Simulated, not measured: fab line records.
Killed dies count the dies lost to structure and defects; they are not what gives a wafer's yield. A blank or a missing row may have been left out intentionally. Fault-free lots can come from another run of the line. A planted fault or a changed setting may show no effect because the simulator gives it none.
Lot-split experiment :: flow gf180mcu :: 23 wafers read from 5 lots, route of 602 steps

ON THE SPLIT
At GF_TOP_METAL_DEVELOP_13 (develop time 60 s), the setting develop_time_s was moved away from the recipe's 60 s on 9 of the 23 wafers read, by -14.4% to -7.0%. All remaining wafers had this setting at the recipe value.

The file shows no step between the split and the reading.

THE READING
cd_nm, in nm, at GF_TOP_METAL_CD_MEAS_14 (target cd 440 nm). A value of 439.3 nm with a standard deviation of 2 nm is what fault-free wafers of this fab line usually give.

wafer: L074.1
tool, chamber at the split: litho_track-03, 0
develop_time_s as run, s: 60
against the recipe: recipe
cd_nm, nm: 437.1
against lot-mates on the recipe: -

wafer: L074.2
tool, chamber at the split: litho_track-03, 0
develop_time_s as run, s: 55.77
against the recipe: -7.0%
cd_nm, nm: 444.2
against lot-mates on the recipe: +6.2

wafer: L074.4
tool, chamber at the split: litho_track-03, 0
develop_time_s as run, s: 55.77
against the recipe: -7.0%
cd_nm, nm: 444.9
against lot-mates on the recipe: +6.9

wafer: L074.5
tool, chamber at the split: litho_track-03, 0
develop_time_s as run, s: 55.77
against the recipe: -7.0%
cd_nm, nm: 445.3
against lot-mates on the recipe: +7.3

wafer: L074.6
tool, chamber at the split: litho_track-03, 0
develop_time_s as run, s: 60
against the recipe: recipe
cd_nm, nm: 438.9
against lot-mates on the recipe: -

wafer: L075.1
tool, chamber at the split: litho_track-03, 0
develop_time_s as run, s: 54.89
against the recipe: -8.5%
cd_nm, nm: 445.2
against lot-mates on the recipe: +5.6

wafer: L075.3
tool, chamber at the split: litho_track-03, 0
develop_time_s as run, s: 60
against the recipe: recipe
cd_nm, nm: 439.8
against lot-mates on the recipe: -

wafer: L075.4
tool, chamber at the split: litho_track-03, 0
develop_time_s as run, s: 60
against the recipe: recipe
cd_nm, nm: 438.6
against lot-mates on the recipe: -

wafer: L075.5
tool, chamber at the split: litho_track-03, 0
develop_time_s as run, s: 60
against the recipe: recipe
cd_nm, nm: 440.3
against lot-mates on the recipe: -

wafer: L075.6
tool, chamber at the split: litho_track-03, 0
develop_time_s as run, s: 54.89
against the recipe: -8.5%
cd_nm, nm: 449.4
against lot-mates on the recipe: +9.8

wafer: L083.2
tool, chamber at the split: litho_track-02, 0
develop_time_s as run, s: 60
against the recipe: recipe
cd_nm, nm: 439.0
against lot-mates on the recipe: -

wafer: L083.3
tool, chamber at the split: litho_track-02, 0
develop_time_s as run, s: 51.36
against the recipe: -14.4%
cd_nm, nm: 455.6
against lot-mates on the recipe: +15.6

wafer: L083.4
tool, chamber at the split: litho_track-02, 0
develop_time_s as run, s: 60
against the recipe: recipe
cd_nm, nm: 440.8
against lot-mates on the recipe: -

wafer: L083.5
tool, chamber at the split: litho_track-02, 0
develop_time_s as run, s: 51.36
against the recipe: -14.4%
cd_nm, nm: 454.2
against lot-mates on the recipe: +14.2

wafer: L083.6
tool, chamber at the split: litho_track-02, 0
develop_time_s as run, s: 60
against the recipe: recipe
cd_nm, nm: 440.3
against lot-mates on the recipe: -

wafer: L082.1
tool, chamber at the split: litho_track-03, 0
develop_time_s as run, s: 60
against the recipe: recipe
cd_nm, nm: 440.7
against lot-mates on the recipe: -

wafer: L082.2
tool, chamber at the split: litho_track-03, 0
develop_time_s as run, s: 60
against the recipe: recipe
cd_nm, nm: 439.2
against lot-mates on the recipe: -

wafer: L082.3
tool, chamber at the split: litho_track-03, 0
develop_time_s as run, s: 60
against the recipe: recipe
cd_nm, nm: 438.0
against lot-mates on the recipe: -

wafer: L082.5
tool, chamber at the split: litho_track-03, 0
develop_time_s as run, s: 55.7
against the recipe: -7.2%
cd_nm, nm: 444.8
against lot-mates on the recipe: +5.5

wafer: L082.6
tool, chamber at the split: litho_track-03, 0
develop_time_s as run, s: 55.7
against the recipe: -7.2%
cd_nm, nm: 443.5
against lot-mates on the recipe: +4.2

wafer: L084.1
tool, chamber at the split: litho_track-02, 0
develop_time_s as run, s: 60
against the recipe: recipe
cd_nm, nm: 439.4
against lot-mates on the recipe: -

wafer: L084.2
tool, chamber at the split: litho_track-02, 0
develop_time_s as run, s: 60
against the recipe: recipe
cd_nm, nm: 441.0
against lot-mates on the recipe: -

wafer: L084.4
tool, chamber at the split: litho_track-02, 0
develop_time_s as run, s: 60
against the recipe: recipe
cd_nm, nm: 440.1
against lot-mates on the recipe: -

THE FIT
A straight line over all 23 wafers: cd_nm changes by -0.956 nm for each +1% of develop_time_s; r = -0.95; the points scatter about the line by 1.5 nm.
The same after taking each lot's own level away (the mean of its wafers on the recipe; 23 wafers): -0.967 nm for each +1%; r = -0.97; scatter 1.2 nm.
The reading moves by 14 nm for the largest change in develop_time_s, on that fit.
Measured against the standard deviation above, the lots' own levels, which go from 438.00 to 440.17 nm, span 1.1 times it.
So the lot-to-lot level changes the slope little: the two slopes agree.
Check: +13.1 nm against its lot-mates is what the line predicts for one of the wafers moved furthest among these (-14.4%) when that wafer is left out of the fit. It came out at +15.6 nm against them.

ADDITIONAL SPLITS CARRIED BY THESE WAFERS
Note: prior to the reading, these wafers also went through further splits. Each is held against what the fit with the lots' levels taken away leaves over:
other split on the same wafers: GF_M4_METAL_ETCH_16 time_s
wafers away from the commonest value: 12
r with cd_nm (lot level and that fit taken away): +0.14

other split on the same wafers: GF_V4_CMP_04 leave_above_ref_nm
wafers away from the commonest value: 8
r with cd_nm (lot level and that fit taken away): -0.17

other split on the same wafers: GF_V4_ETCH_16 ion_energy_ev
wafers away from the commonest value: 4
r with cd_nm (lot level and that fit taken away): -0.02

other split on the same wafers: GF_V4_SPUTTER_21 time_s
wafers away from the commonest value: 7
r with cd_nm (lot level and that fit taken away): -0.04

other split on the same wafers: GF_M5_EXPOSE_04 dose_mj
wafers away from the commonest value: 8
r with cd_nm (lot level and that fit taken away): -0.26

other split on the same wafers: GF_M5_ETCH_09 bias_w
wafers away from the commonest value: 4
r with cd_nm (lot level and that fit taken away): -0.30

other split on the same wafers: GF_TOP_METAL_SPUTTER_02 time_s
wafers away from the commonest value: 7
r with cd_nm (lot level and that fit taken away): +0.25

FILE'S OWN FIT
cd_nm changes by -0.953 nm for each +1% of develop_time_s, r = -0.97.
